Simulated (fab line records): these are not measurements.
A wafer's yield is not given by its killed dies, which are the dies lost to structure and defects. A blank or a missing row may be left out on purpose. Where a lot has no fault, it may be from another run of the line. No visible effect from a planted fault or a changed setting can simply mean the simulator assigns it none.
A struck lot beside a sound one || flow sky130 || 16 steps out of a route of 708
Sound: the wafers L241.2, L241.3, L241.5. Struck: wafer L246.4 (L246.3, L246.6, from the same lot, were not struck and are left out); the cause is given at the end.
At each step with rows: each side's tool, then ch and its chambers, then its first start. Under that, the readings that differ: sound wafers || struck wafers || difference of the means || sigmas: that difference in standard deviations of wafers without a fault.
alike: words and numbers the same on both sides, and readings whose means are apart by under 2 such deviations; not compared: readings that were withheld, readings missing a value for some wafer, numbers with overlapping values and no deviation given by the record, and bounds like >300 which may hide the same value.
The two part at a step that has a row with sigmas, a row that says differs or no value, or rows on one side only. When numbers do not overlap yet have no deviation, they are printed without sigmas and do not part them. Lack of a reading on every wafer of one side parts them only where that side has two or more wafers.

first, 3 steps without rows for these wafers: SKY_METAL1_EXPOSE_12 (exposes mask MM1, target cd 140 nm); SKY_METAL1_PEB_13; SKY_METAL1_DEVELOP_14 (develop time 60 s).
SKY_METAL1_CD_MEAS_15: the cd target is 140 nm.
  sound: cd_sem-01 at day 33 16:04; struck: cd_sem-01 at day 35 05:50
  alike: cd_nm
SKY_METAL1_OVL_MEAS_16:
  sound: overlay-01 at day 33 16:11; struck: overlay-02 at day 35 05:56
  alike: METAL1_OVL
SKY_METAL1_DESCUM_17: chemistry O2, time 8 s.
  sound on rie_metal-03 ch 0,1, day 33 16:13; struck on rie_metal-03 ch 1, day 35 05:59
  alike: drypump_motor_current_A, he_backside_leak_sccm, oes_product_au
  not compared: rf_hours_counter_h
SKY_METAL1_ETCH_18: etches BARC in N2/H2, stops on SiO2, time 45.9 s, target depth 60 nm.
  sound on rie_metal-03 ch 0,1, day 33 16:14; struck on rie_metal-03 ch 1, day 35 06:04
  alike: drypump_motor_current_A, he_backside_leak_sccm, oes_product_au, throttle_valve_pct
  not compared: rf_hours_counter_h
SKY_METAL1_METAL_ETCH_19: etches the open film in Cl2/BCl3, stops on SiO2, target depth 360 nm, time 78 s.
  sound on rie_metal-03 ch 0,1, day 33 16:18; struck on rie_metal-03 ch 1, day 35 06:13
  alike: drypump_motor_current_A, he_backside_leak_sccm, mfc_cl2_sccm, oes_product_au, throttle_valve_pct
  not compared: rf_hours_counter_h
SKY_METAL1_STRIP_20: strips in O2/N2.
  sound on plasma_asher-02 ch 0,1, day 33 16:23; struck on plasma_asher-02 ch 0, day 35 06:22
  alike: drypump_motor_current_A, oes_product_au, strip_time_to_endpoint_s
  not compared: rf_hours_counter_h
then, 3 steps without rows for these wafers: SKY_METAL1_STRIP_21 (strips in post etch residue remover, time 1200 s); SKY_METAL1_CLEAN_22 (cleans in IPA, time 180 s); SKY_METAL1_CLEAN_23 (cleans in O3/DIW).
SKY_VIA1_HDPCVD_00: deposits SiO2, target thk 1030 nm, time 171.7 s.
  sound on hdpcvd-01 ch 0,1,2, day 33 17:02; struck on hdpcvd-01 ch 1, day 35 06:55
{"reading": "model.SiO2_of_VIA1_HDPCVD_00.thk_nm (nm)", "sound": "1040 1039 1035", "struck": 459.2, "difference": -578.8, "sigmas": ""}
SKY_VIA1_THK_MEAS_01:
  sound: film_metro-01 at day 33 17:10; struck: film_metro-03 at day 35 07:03
{"reading": "VIA1_HDPCVD_THK (nm)", "sound": "1039 1039 1035", "struck": 459, "difference": -579, "sigmas": -64}
SKY_VIA1_CMP_02: polishes SiO2.
  sound on cmp-01 ch 1,2,3, day 33 17:19; struck on cmp-01 ch 0, day 35 07:05
  alike: motor_current_A, platen_rpm
-- the record jumps here: 12 days lie between the struck wafers' starts before and after (it left off in module VIA1 and takes up again in module PAD_OPEN, whose first step shown is number 708 of the route) --
SKY_PAD_OPEN_PROBE_99:
  sound: prober-02 at day 46 12:04; struck: prober-01 at day 47 16:19
{"reading": "model.etest.met2_comb.leak_log10_a_um", "sound": "-11.84 -11.92 -11.9", "struck": -6.876, "difference": "+5.011", "sigmas": ""}

## WHERE THEY PART
At SKY_VIA1_THK_MEAS_01 and nowhere else, as far as this record goes. Later steps at which nothing parts them and some readings are alike: SKY_VIA1_CMP_02.

WHY: the cause the simulator had injected
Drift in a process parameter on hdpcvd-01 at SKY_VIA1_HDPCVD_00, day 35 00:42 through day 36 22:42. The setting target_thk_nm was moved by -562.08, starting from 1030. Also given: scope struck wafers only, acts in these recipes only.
